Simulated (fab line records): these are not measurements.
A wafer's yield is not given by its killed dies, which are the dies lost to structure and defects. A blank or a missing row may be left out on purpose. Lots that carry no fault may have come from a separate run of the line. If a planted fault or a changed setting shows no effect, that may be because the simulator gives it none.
fab line records    flow sfqLine
[record] lots = 6  wafers = 18  lastDay = 96
route steps=325 shown L0@12 L0V@16 M0@28
lots with no fault: from the same line, run without faults
startH: hours from the record's first day to the start of the lot's first wafer shown    waitH: time in hours since the lot's previous step    " unchanged from the row above    L1.1+2: a row that stands for several wafers    - no value, or no start was given    * or withheld: withheld    < > ~ a bound
route shown NAME@n: names a module that has steps shown in the file, with the first one's number in the route    usual: mean/standard deviation of fault-free wafers    same: alike in all rows    chamber/n: place in a boat    sites: readings site by site    _std_site: how widely they spread, as a standard deviation    _edge_site: the outer-site mean with the inner-site mean subtracted    radiusMm: how far each site lies from the wafer's centre    mask NAME#n: copy n    behind: tool/chamber where the wafer was last shaped    hold: why the lot was held/for how many hours/how that ended    device: names the non-switching transistor (n, p or np)    end of line: tests run on the same wafers once the route is complete    a step with no rows: only its recipe    killed: at the first sort, the dies lost to defects and structure; wafer yield is something else    map: shows each die of a wafer: x if killed, . if not, _ if none is there
set.NAME: the run value of the setting; set.NAME@STEP: its run value at that earlier step    model.NAME: the simulator's own value behind a step, which no gauge read
certain route steps with their lots: each step a table, each wafer a row
services: when a tool's chamber went out of use (startH, in hours from the record's first day, below 0 if earlier), for how many hours, and the reason
[[steps]]
[step SFQ_TRILAYER_L0_BARC_OPEN_METAL_ETCH_010]
[recipe] maskMaterial = PR  chemistry = O2  targetDepthNm = 125  target = BARC  icpW = 600  biasW = 80  pressureMtorr = 10  timeS = 41.7
[usual] biasW = 79.97/0.22  chamberPressureMTorr = 10.000/0.0088  drypumpMotorCurrentA = 5.8/0.3  oesProductAu = 0.684/0.0043
lot.wafer  tool         chamber  startH  waitH  biasW  chamberPressureMTorr  drypumpMotorCurrentA  oesProductAu  rfHoursCounterH
L281.3     rieMetal-04  0        98.05   0.1    79.76  10.003                5.7                   0.683         -
L281.4     "            1        "       "      80.22  9.996                 6.5                   0.690         -
L281.6     "            0        "       "      79.78  10.005                5.7                   0.683         -
L282.2     rieMetal-02  1        101.63  0.1    80.33  10.008                6.0                   0.692         61
L282.5     "            0        "       "      80.64  10.016                5.4                   0.685         -
L282.6     "            1        "       "      80.01  9.996                 6.0                   0.678         -
L294.3     rieMetal-01  0        183.75  0.1    79.96  9.995                 5.6                   0.678         -
L294.5     "            1        "       "      80.24  9.997                 5.9                   0.688         -
L294.6     "            0        "       "      80.07  10.005                5.6                   0.685         -
L295.3     rieMetal-01  1        189.75  0.1    79.90  9.988                 5.9                   0.692         -
L295.4     "            0        "       "      79.88  9.998                 5.6                   0.681         -
L295.5     "            0        "       "      80.04  9.998                 5.6                   0.679         -
L298.1     rieMetal-02  1        208.06  0.1    79.95  9.999                 6.0                   0.692         83
L298.2     "            0        "       "      79.39  10.009                5.5                   0.686         150
L298.4     "            0        "       "      79.78  9.999                 5.5                   0.682         -
L300.1     rieMetal-02  0        216.66  0.1    80.23  9.996                 5.5                   0.681         153
L300.2     "            1        "       "      79.88  9.997                 6.0                   0.683         85
L300.3     "            1        "       "      79.86  9.997                 6.0                   0.678         -
[step SFQ_TRILAYER_L0_ETCH_METAL_ETCH_008]
[recipe] target = MoNx_KI  stopOn = SiO2  maskMaterial = PR  chemistry = SF6/O2  targetDepthNm = 50  icpW = 600  biasW = 80  pressureMtorr = 10  timeS = 25
[step SFQ_TRILAYER_L0_STRIP_STRIP_009]
[recipe] gas = O2  powerW = 200  platenTempC = 40  overashFraction = 0.65  chemistry = O2  pressureMtorr = 50
[usual] drypumpMotorCurrentA = 5.8/0.3  oesProductAu = 0.997/0.007
lot.wafer  tool         chamber  startH  waitH  drypumpMotorCurrentA  oesProductAu  rfHoursCounterH
L281.3     rieMetal-04  0        98.33   0.2    5.7                   0.996         -
L281.4     "            1        "       "      6.4                   0.994         -
L281.6     "            0        "       "      5.7                   0.994         -
L282.2     rieMetal-02  1        101.73  0.0    6.0                   0.995         61
L282.5     "            0        "       "      5.5                   0.988         -
L282.6     "            1        "       "      6.0                   1.000         -
L294.3     rieMetal-01  0        184.03  0.2    5.6                   0.998         -
L294.5     "            1        "       "      5.9                   1.001         -
L294.6     "            0        "       "      5.6                   1.003         -
L295.3     rieMetal-01  1        190.03  0.2    5.9                   0.992         -
L295.4     "            0        "       "      5.6                   0.997         -
L295.5     "            0        "       "      5.6                   0.997         -
L298.1     rieMetal-02  1        208.16  0.0    6.0                   1.009         83
L298.2     "            0        "       "      5.5                   1.002         150
L298.4     "            0        "       "      5.5                   0.998         -
L300.1     rieMetal-02  0        216.77  0.0    5.5                   0.994         153
L300.2     "            1        "       "      6.0                   1.001         85
L300.3     "            1        "       "      6.0                   0.994         -
[step SFQ_TRILAYER_L0_STRIP_SOLV_CLEAN_010]
[recipe] chemistry = NMP  tempC = 70  timeS = 600
[step SFQ_TRILAYER_L0_CAP_PECVD_011]
[recipe] material = SiO2  tempC = 150  timeS = 13.333  pressureTorr = 2.4  rfW = 177.9  precursor = SiH4/N2O  targetThkNm = 60
[usual] heaterPowerW = 87/17  throttleValvePct = 24.4/1.3
lot.wafer  tool      chamber  startH  waitH  heaterPowerW  throttleValvePct
L281.3     pecvd-04  0        98.91   0.0    80            26.1
L281.4     "         1        "       "      134           25.4
L281.6     "         2        "       "      87            26.3
L282.2     pecvd-04  2        102.51  0.0    87            26.1
L282.5     "         2        "       "      89            26.3
L282.6     "         1        "       "      134           25.8
L294.3     pecvd-04  1        184.85  0.0    124           25.7
L294.5     "         2        "       "      87            26.2
L294.6     "         1        "       "      128           25.4
L295.3     pecvd-03  1        190.61  0.0    88            26.2
L295.4     "         1        "       "      89            26.2
L295.5     "         2        "       "      92            23.7
L298.1     pecvd-04  0        208.94  0.0    71            26.2
L298.2     "         2        "       "      84            26.2
L298.4     "         0        "       "      73            25.9
L300.1     pecvd-03  0        217.54  0.0    67            21.9
L300.2     "         2        "       "      96            21.2
L300.3     "         1        "       "      94            22.7
[step SFQ_TRILAYER_L0_VIA_LITHO_COAT_018]
[recipe] resist = BARC  spinRpm = 3000  resistThkNm = 62
[step SFQ_TRILAYER_L0_VIA_LITHO_COAT_013]
[recipe] resist = KrF  spinRpm = 3000  resistThkNm = 650
[step SFQ_TRILAYER_L0_VIA_LITHO_SOFTBAKE_017]
[recipe] tempC = withheld  timeS = withheld  resist = KrF
[step SFQ_TRILAYER_L0_VIA_LITHO_EXPOSE_014]
[recipe] maskId = L0V  na = 0.6  sourceShape = conventional  sigmaOuter = 0.65  targetCdNm = 700  doseMj = 21.3
[step SFQ_TRILAYER_L0_VIA_LITHO_PEB_016]
[recipe] pebTempC = 115  pebTimeS = 60  resist = KrF
[step SFQ_TRILAYER_L0_VIA_LITHO_DEVELOP_015]
[recipe] timeS = 60  resist = KrF
[step SFQ_L0V_OVL_MEAS_903]
[usual] L0V_OVL = 2/5.8
lot.wafer  tool        chamber  startH  waitH  L0V_OVL[nm]
L281.3     overlay-02  -        192.14  0.1    5
L281.4     "           -        "       "      5
L281.6     "           -        "       "      10
L282.2     overlay-02  -        195.73  0.1    -3
L282.5     "           -        "       "      1
L282.6     "           -        "       "      2
L294.3     overlay-01  -        278.59  0.1    -7
L294.5     "           -        "       "      -2
L294.6     "           -        "       "      -8
L295.3     overlay-02  -        288.03  0.1    6
L295.4     "           -        "       "      10
L295.5     "           -        "       "      6
L298.1     overlay-01  -        319.45  0.1    10
L298.2     "           -        "       "      4
L298.4     "           -        "       "      9
L300.1     overlay-01  -        327.85  0.1    -2
L300.2     "           -        "       "      -1
L300.3     "           -        "       "      -5
[step SFQ_TRILAYER_L0_VIA_BARC_OPEN_VIA_ETCH_021]
[recipe] maskMaterial = PR  chemistry = O2  targetDepthNm = 125  target = BARC  sourceW = 500  biasW = 80  pressureMtorr = 30  timeS = 41.7
[usual] biasW = 80.00/0.22  chamberPressureMTorr = 29.999/0.028  drypumpMotorCurrentA = 6.0/0.38  oesProductAu = 0.685/0.0045
lot.wafer  tool        chamber  startH  waitH  biasW  chamberPressureMTorr  drypumpMotorCurrentA  oesProductAu  rfHoursCounterH  model.KrF_of_TRILAYER_L0_VIA_LITHO_COAT_013.thkNm
L281.3     rieDiel-02  0        192.16  0.0    80.04  29.990                6.0                   0.689         108              573.1
L281.4     "           1        "       "      80.24  30.011                5.7                   0.684         0                574.2
L281.6     "           1        "       "      80.00  30.000                5.7                   0.686         -                572.9
L282.2     rieDiel-04  1        195.76  0.0    80.58  29.948                5.3                   0.678         40               572.8
L282.5     "           3        "       "      80.01  30.041                5.6                   0.685         -                567.4
L282.6     "           0        "       "      80.08  29.965                6.0                   0.678         -                573.8
L294.3     rieDiel-03  0        278.61  0.0    -      -                     -                     -             -                625.1
L294.5     "           2        "       "      -      -                     -                     -             -                623.4
L294.6     "           1        "       "      -      -                     -                     -             -                625.3
L295.3     rieDiel-04  0        288.05  0.0    -      -                     -                     -             -                628.4
L295.4     "           3        "       "      -      -                     -                     -             -                626.6
L295.5     "           0        "       "      -      -                     -                     -             -                627.1
L298.1     rieDiel-03  0        319.48  0.0    79.81  30.004                6.4                   0.691         11               574.1
L298.2     "           3        "       "      79.57  29.995                6.2                   0.685         110              574.8
L298.4     "           3        "       "      79.80  29.990                6.2                   0.685         -                572.4
L300.1     rieDiel-04  1        327.88  0.0    79.73  30.013                5.3                   0.678         41               576.3
L300.2     "           0        "       "      80.22  30.000                6.0                   0.678         85               574.5
L300.3     "           2        "       "      79.90  30.014                6.2                   0.691         89               572.5
[step SFQ_TRILAYER_L0_VIA_ETCH_VIA_ETCH_016]
[recipe] target = SiO2  stopOn = MoNx_KI  maskMaterial = PR  chemistry = CHF3  targetDepthNm = 80  sourceW = 500  biasW = 77.99  pressureMtorr = 30  timeS = withheld
[usual] biasW = 78.00/0.23  chamberPressureMTorr = 30.002/0.024  drypumpMotorCurrentA = 6.0/0.38  oesProductAu = 0.837/0.0073
lot.wafer  tool        chamber  startH  waitH  biasW  chamberPressureMTorr  drypumpMotorCurrentA  oesProductAu  model.KrF_of_TRILAYER_L0_VIA_LITHO_COAT_013.thkNm
L281.3     rieDiel-02  0        192.20  0.0    77.98  29.988                6.1                   0.827         559.5
L281.4     "           1        "       "      77.94  29.998                5.7                   0.850         560.9
L281.6     "           1        "       "      78.24  29.993                5.7                   0.846         559.5
L282.2     rieDiel-04  1        195.80  0.0    77.68  30.034                5.3                   0.842         559.1
L282.5     "           3        "       "      78.08  30.017                5.6                   0.832         553.8
L282.6     "           0        "       "      78.08  30.007                6.0                   0.835         560.1
L294.3     rieDiel-03  0        278.65  0.0    77.82  29.997                6.4                   0.372         611.3
L294.5     "           2        "       "      77.73  29.993                6.5                   0.376         609.6
L294.6     "           1        "       "      78.08  29.961                5.5                   0.379         611.4
L295.3     rieDiel-04  0        288.09  0.0    78.03  29.993                6.0                   0.373         614.7
L295.4     "           3        "       "      77.72  30.037                5.6                   0.374         613
L295.5     "           0        "       "      78.10  29.991                6.0                   0.367         613.4
L298.1     rieDiel-03  0        319.52  0.0    78.22  29.996                6.4                   0.838         560.4
L298.2     "           3        "       "      77.84  30.020                6.2                   0.840         561
L298.4     "           3        "       "      78.10  29.967                6.2                   0.835         558.4
L300.1     rieDiel-04  1        327.92  0.0    77.98  30.013                5.3                   0.838         562.6
L300.2     "           0        "       "      78.20  30.022                6.0                   0.836         560.9
L300.3     "           2        "       "      78.22  29.996                6.2                   0.822         558.9
[step SFQ_TRILAYER_L0_VIA_STRIP_STRIP_017]
[recipe] gas = O2  powerW = 200  platenTempC = 40  overashFraction = 0.65  chemistry = O2  pressureMtorr = 50
[usual] drypumpMotorCurrentA = 5.94/0.29  oesProductAu = 1.000/0.0076
lot.wafer  tool         chamber  startH  waitH  drypumpMotorCurrentA  oesProductAu  rfHoursCounterH
L281.3     rieMetal-03  1        192.45  -      5.81                  1.001         -
L281.4     "            0        "       "      6.33                  1.005         -
L281.6     "            0        "       "      6.33                  1.008         -
L282.2     rieMetal-01  0        195.85  -      5.65                  1.003         94
L282.5     "            0        "       "      5.65                  1.002         -
L282.6     "            1        "       "      5.87                  0.992         -
L294.3     rieMetal-04  1        278.90  -      6.34                  0.998         -
L294.5     "            1        "       "      6.43                  0.995         -
L294.6     "            0        "       "      5.66                  1.002         -
L295.3     rieMetal-04  1        288.34  -      6.44                  1.010         -
L295.4     "            0        "       "      5.70                  0.992         -
L295.5     "            1        "       "      6.41                  0.994         -
L298.1     rieMetal-04  1        319.57  -      6.38                  0.994         144
L298.2     "            0        "       "      5.68                  0.989         19
L298.4     "            1        "       "      6.35                  0.999         -
L300.1     rieMetal-04  0        327.97  -      5.70                  0.995         20
L300.2     "            0        "       "      5.69                  0.997         -
L300.3     "            0        "       "      5.70                  0.993         -
[step SFQ_TRILAYER_L0_VIA_STRIP_SOLV_CLEAN_018]
[recipe] chemistry = NMP  tempC = 70  timeS = 600
[step SFQ_TRILAYER_M0_DEP_PRE_CLEAN_020]
[recipe] gas = Ar  timeS = 15  biasV = 250
[step SFQ_TRILAYER_M0_DEP_SPUTTER_019]
[recipe] material = Nb  basePressurePa = 1.33e-06  chamberPressurePa = 0.1333  substrateTempC = 20  resputterCathodeVoltageV = 400  targetThkNm = 200  powerW = 2000  timeS = 133.3
[usual] throttleValvePct = 29.8/1
lot.wafer  tool           chamber  startH  waitH  throttleValvePct
L281.3     pvdSputter-05  -        193.05  0.0    30.9
L281.4     "              -        "       "      29.2
L281.6     "              -        "       "      29.3
L282.2     pvdSputter-03  -        196.65  0.0    30.2
L282.5     "              -        "       "      29.6
L282.6     "              -        "       "      30.1
L294.3     pvdSputter-06  -        279.50  0.0    29.0
L294.5     "              -        "       "      28.5
L294.6     "              -        "       "      29.0
L295.3     pvdSputter-05  -        288.94  0.0    30.4
L295.4     "              -        "       "      28.9
L295.5     "              -        "       "      28.0
L298.1     pvdSputter-05  -        320.37  0.0    30.7
L298.2     "              -        "       "      27.9
L298.4     "              -        "       "      29.0
L300.1     pvdSputter-05  -        329.37  0.0    29.1
L300.2     "              -        "       "      30.7
L300.3     "              -        "       "      30.7
[step SFQ_M0_RS_MEAS_904]
[recipe] thkMeasGauge = four-point-probe  reads = Nb_of_TRILAYER_M0_DEP_SPUTTER_019
[usual] M0_NB_RS = 0.887/0.0088
lot.wafer  tool          chamber  startH  waitH  M0_NB_RS[ohm/sq]
L281.3     filmMetro-01  -        193.18  0.1    0.881
L281.4     "             -        "       "      0.874
L281.6     "             -        "       "      0.886
L282.2     filmMetro-04  -        196.76  0.1    0.885
L282.5     "             -        "       "      0.874
L282.6     "             -        "       "      0.875
L294.3     filmMetro-01  -        279.63  0.1    0.897
L294.5     "             -        "       "      0.897
L294.6     "             -        "       "      0.899
L295.3     filmMetro-02  -        289.07  0.1    0.890
L295.4     "             -        "       "      0.891
L295.5     "             -        "       "      0.895
L298.1     filmMetro-02  -        320.46  0.0    0.880
L298.2     "             -        "       "      0.888
L298.4     "             -        "       "      0.893
L300.1     filmMetro-02  -        329.46  0.0    0.884
L300.2     "             -        "       "      0.888
L300.3     "             -        "       "      0.893
[step SFQ_TRILAYER_M0_LITHO_COAT_026]
[recipe] resist = BARC  spinRpm = 3000  resistThkNm = 62
[step SFQ_TRILAYER_M0_LITHO_COAT_021]
[recipe] resist = KrF  spinRpm = 3000  resistThkNm = 600
[step SFQ_TRILAYER_M0_LITHO_SOFTBAKE_025]
[recipe] tempC = withheld  timeS = withheld  resist = KrF
[step SFQ_TRILAYER_M0_LITHO_EXPOSE_022]
[recipe] maskId = M0  na = 0.6  sourceShape = conventional  sigmaOuter = 0.65  targetCdNm = 500  doseMj = 14.4
[usual] exposureDoseMJCm2 = 14.402/0.014  focusOffsetNm = 0.1/0.48  na = 0.6/0
lot.wafer  tool           chamber  startH  waitH  mask  exposureDoseMJCm2  focusOffsetNm  na
L281.3     krfScanner-01  0        291.72  -      M0#0  14.394             -0.1           0.6
L281.4     "              0        "       "      M0#0  14.398             0.0            0.6
L281.6     "              0        "       "      M0#0  14.395             -0.6           0.6
L282.2     krfScanner-02  0        296.55  -      M0#0  14.402             -0.1           0.6
L282.5     "              0        "       "      M0#0  14.385             0.5            0.6
L282.6     "              0        "       "      M0#0  14.388             -0.1           0.6
L294.3     krfScanner-02  -        407.40  -      M0#0  -                  -              -
L294.5     "              -        "       "      M0#0  -                  -              -
L294.6     "              -        "       "      M0#0  -                  -              -
L295.3     krfScanner-02  -        415.80  -      M0#0  -                  -              -
L295.4     "              -        "       "      M0#0  -                  -              -
L295.5     "              -        "       "      M0#0  -                  -              -
L298.1     krfScanner-01  0        458.72  -      M0#0  14.406             0.2            0.6
L298.2     "              0        "       "      M0#0  14.390             0.6            0.6
L298.4     "              0        "       "      M0#0  14.389             -0.4           0.6
L300.1     krfScanner-02  0        471.63  -      M0#0  14.413             0.9            0.6
L300.2     "              0        "       "      M0#0  14.425             0.9            0.6
L300.3     "              0        "       "      M0#0  14.416             0.2            0.6
[step SFQ_TRILAYER_M0_LITHO_PEB_024]
[recipe] pebTempC = 115  pebTimeS = 60  resist = KrF
[[services]]
tool           chamber  startH  hours  kind
pecvd-04       -        82.85   1.0    repair
rieDiel-04     2        83.85   7.0    repair
pecvd-04       -        95.41   1.7    repair
rieDiel-03     3        96.24   4.3    repair
pvdSputter-05  -        116.46  11.1   repair
rieMetal-04    -        126.08  0.9    repair
rieMetal-01    -        132.85  2.8    pm
rieDiel-04     3        138.96  7.6    repair
rieDiel-03     0        140.90  2.1    repair
rieMetal-04    1        176.91  3.1    repair
rieMetal-04    -        183.32  76.1   repair
rieDiel-04     -        214.95  0.7    repair
rieMetal-01    0        243.84  2.7    repair
rieMetal-02    -        261.70  2.8    pm
rieMetal-04    -        262.11  0.1    repair
rieMetal-02    0        274.83  7.9    repair
rieMetal-04    -        286.44  1.4    pm
rieDiel-04     -        292.26  0.7    repair
rieDiel-04     0        329.56  18.4   repair
rieMetal-04    0        336.73  6.2    repair
rieMetal-02    1        339.23  21.3   repair
rieMetal-04    0        403.94  4.1    repair
rieMetal-02    0        443.30  3.7    repair
rieMetal-01    0        466.84  1.7    repair
[[key]]
[firstSign] step = SFQ_TRILAYER_L0_VIA_BARC_OPEN_VIA_ETCH_021  reading = toolRecord  direction = missing
[effect] step = SFQ_TRILAYER_L0_VIA_ETCH_VIA_ETCH_016  reading = oesProductAu  direction = down  sigmas = 64  usual = 0.837  struck = 0.373
[effect] step = SFQ_TRILAYER_M0_LITHO_EXPOSE_022  reading = toolRecord  direction = missing
[modelEffect] step = SFQ_TRILAYER_L0_VIA_BARC_OPEN_VIA_ETCH_021  value = KrF_of_TRILAYER_L0_VIA_LITHO_COAT_013.thkNm  without = 576  struck = 626
[modelEffect] step = SFQ_TRILAYER_L0_VIA_ETCH_VIA_ETCH_016  value = KrF_of_TRILAYER_L0_VIA_LITHO_COAT_013.thkNm  without = 562.3  struck = 612.3
metAt SFQ_TRILAYER_L0_VIA_BARC_OPEN_VIA_ETCH_021
struckWafers L294.3,L294.5,L294.6,L295.3,L295.4,L295.5
onsetBetween 195.76 278.61
[fault] kind = skippedStepWhole  tool = rieDiel-03,rieDiel-04  chamber = -  onsetH = 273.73  steps = SFQ_TRILAYER_L0_VIA_BARC_OPEN_VIA_ETCH_021  scope = struckLotsOnly
